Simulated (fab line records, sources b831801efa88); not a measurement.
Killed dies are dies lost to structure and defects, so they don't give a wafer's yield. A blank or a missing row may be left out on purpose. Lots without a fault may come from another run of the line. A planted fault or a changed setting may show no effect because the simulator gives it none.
A struck lot beside a sound one | flow sky130 | 15 steps out of a route of 708
Sound: wafers L140.2, L140.3, L140.4. Struck: wafers L145.1, L145.3, L145.4. The cause comes at the end.
At each step with rows: each side's tool, then ch and its chambers, then its first start. Under that, the readings that differ: sound wafers | struck wafers | difference of the means | sigmas: that difference in standard deviations of wafers without a fault.
alike: readings whose means differ by less than 2 such deviations, and words and numbers that are the same on both sides. not compared: withheld readings, readings that some wafer has no value for, bounds like >300 that may hide the same value, and numbers for which the record gives no deviation and whose values overlap.
The two part at a step that has a row with sigmas, a row that says differs or no value, or rows on one side only. Numbers that don't overlap but have no deviation are shown without sigmas and don't part them. A reading that every wafer of one side lacks parts them only if that side has two wafers or more.

first, 6 steps without rows for these wafers: SKY_LDD_N_HMDS_01 (prime time 60 s); SKY_LDD_N_COAT_02 (resist thk 300 nm); SKY_LDD_N_SOFTBAKE_03 (time 60 s); SKY_LDD_N_EXPOSE_04 (exposes mask NTM, target cd 840 nm); SKY_LDD_N_PEB_05; SKY_LDD_N_DEVELOP_06 (develop time 60 s).
SKY_LDD_N_OVL_MEAS_07:
  sound on overlay-01, day 18 10:19; struck on overlay-01, day 21 01:42
  alike: LDD_N_OVL
then, 5 steps without rows for these wafers: SKY_LDD_N_IMPLANT_08; SKY_LDD_N_IMPLANT_09; SKY_LDD_N_IMPLANT_10; SKY_LDD_N_IMPLANT_11; SKY_LDD_N_IMPLANT_12.
SKY_LDD_N_IMPLANT_13:
  sound on implanter-03 ch 0, day 18 11:07; struck on implanter-04 ch 0, day 21 02:29
  reading                | sound                | struck               | difference | sigmas
  rotation_deg (degrees) | 89.938 90.010 89.965 | 297.58 297.59 297.56 | +207.61    | +99 or more
then, 1 step without rows for these wafers: SKY_LDD_N_IMPLANT_14.
-- the record jumps here: 27 days lie between the struck wafers' starts before and after (it left off in module LDD_N and takes up again in module PAD_OPEN, whose first step shown is number 708 of the route) --
SKY_PAD_OPEN_PROBE_99:
  sound on prober-01, day 46 07:37; struck on prober-02, day 48 02:12
  reading                                    | sound                | struck               | difference | sigmas
  killed_dies                                | 85 71 77             | 98 103 89            | +19        | +2
  model.etest.nfet_01v8_turned.vt_sat_v (V)  | 0.6406 0.6384 0.6479 | 0.694 0.6947 0.7015  | +0.054     |
  model.etest.nfet_01v8_lvt.vt_sat_v (V)     | 0.5289 0.5231 0.5362 | 0.5452 0.5442 0.556  | +0.0191    |
  model.etest.nfet_01v8_swapped.vt_sat_v (V) | 0.6484 0.6391 0.6469 | 0.6216 0.625 0.628   | -0.0199    |
  model.etest.nfet_01v8_turned.vt_v (V)      | 0.6961 0.6938 0.6965 | 0.7088 0.7109 0.7168 | +0.0167    |
  model.etest.nfet_01v8.vt_sat_v (V)         | 0.6402 0.6397 0.6514 | 0.6515 0.655 0.6575  | +0.0109    |
  alike: killed_at_M0_to_M3, killed_at_M4_up, killed_at_contacts, killed_at_front_end, killed_at_other, killed_open, killed_short

WHERE THEY PART
First at SKY_LDD_N_IMPLANT_13; last, within this record, at SKY_PAD_OPEN_PROBE_99.

WHY: what the simulator had put in
Process parameter drift: implanter-04, from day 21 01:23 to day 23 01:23, at SKY_LDD_N_IMPLANT_13. Setting rotation_deg, moved by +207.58, from 90. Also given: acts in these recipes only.
